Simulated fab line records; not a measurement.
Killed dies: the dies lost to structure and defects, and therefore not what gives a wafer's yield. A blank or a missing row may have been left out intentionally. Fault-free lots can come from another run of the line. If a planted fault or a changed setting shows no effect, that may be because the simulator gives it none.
Which tool is to blame?	flow gf180mcu	Sampling: 6 lots, 18 wafers, 4 of 602 route steps

WHAT THE GAUGES READ, wafer by wafer
GF_PSD_RS_MEAS_15: a four-point-probe measurement.
lot	measured	on	PSD_RS (ohm/sq)
L207	day 14 14:39	film metro-04	108.00 108.06 107.99
L212	day 16 15:05	film metro-04	108.18 108.46 108.39
L214	day 17 03:59	film metro-03	113.87 114.03 113.97
L223	day 20 05:18	film metro-03	108.56 108.75 108.49
L227	day 21 13:10	film metro-04	108.57 108.75 108.85
L229	day 22 03:47	film metro-03	108.44 108.66 108.72

TOOL THAT RAN EACH LOT (tool first, then ch and the chambers of the sampled wafers, then the start)
lot	GF_HV_LDD_STRIP_37	GF_PSD_IMPLANT_09	GF_PSD_STRIP_10
L207	plasma asher-04 ch 0, day 11 22:09	implanter-01 ch 0, day 14 14:05	plasma asher-03 ch 0,1, day 14 14:14
L212	plasma asher-03 ch 0,1, day 13 17:20	implanter-02 ch 0, day 16 14:32	plasma asher-01 ch 0,1, day 16 14:40
L214	plasma asher-04 ch 0,1, day 14 05:30	implanter-02 ch 0, day 17 03:21	plasma asher-01 ch 0, day 17 03:29
L223	plasma asher-04 ch 1, day 17 01:54	implanter-04 ch 0, day 20 04:44	plasma asher-02 ch 1, day 20 04:53
L227	plasma asher-03 ch 0,1, day 18 08:12	implanter-04 ch 0, day 21 12:35	plasma asher-02 ch 0,1, day 21 12:44
L229	plasma asher-02 ch 0,1, day 18 23:12	implanter-01 ch 0, day 22 03:11	plasma asher-01 ch 0,1, day 22 03:19
- GF_HV_LDD_STRIP_37: strips in O2/N2.
- GF_PSD_IMPLANT_09
- GF_PSD_STRIP_10: strips in O2/N2.

THE ANSWER, worked out from the rows above alone
Rule: what is usual is taken from the lots themselves. Put in order of their means at a reading, lots are off if they are a third of the lots or fewer, leave a main group of 4 or more, and stand apart from it by a gap of 3 or more times the standard deviation of the main group's means; of several such gaps the widest counts. Not used: any main group whose means are identical at the precision the tables above print for the reading. A lot without any number at a reading at which 4 lots or more have one is off too. Where the step has rows for the other lots, those lots are counted as sound.
Off: at GF_PSD_RS_MEAS_15 (PSD_RS), L214. For the main group the mean is 108.46 ohm/sq and the standard deviation 0.25.
A tool fits if, at a process step before that reading, it ran every lot that is off, and no sound lot after the first of them. Those tools and the gauges at GF_PSD_RS_MEAS_15 are tried in the same way. One fits: GF_PSD_IMPLANT_09 on implanter-02. A fault onset in the window from L212 (day 16 14:32, its last sound lot) to L214 (day 17 03:21, its first lot off) fits.

WHAT THE SIMULATOR PUT IN
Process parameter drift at GF_PSD_IMPLANT_09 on implanter-02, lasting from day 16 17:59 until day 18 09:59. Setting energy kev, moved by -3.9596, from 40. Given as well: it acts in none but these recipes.
Lots struck among those shown: L214. The rule given above showed the same thing.
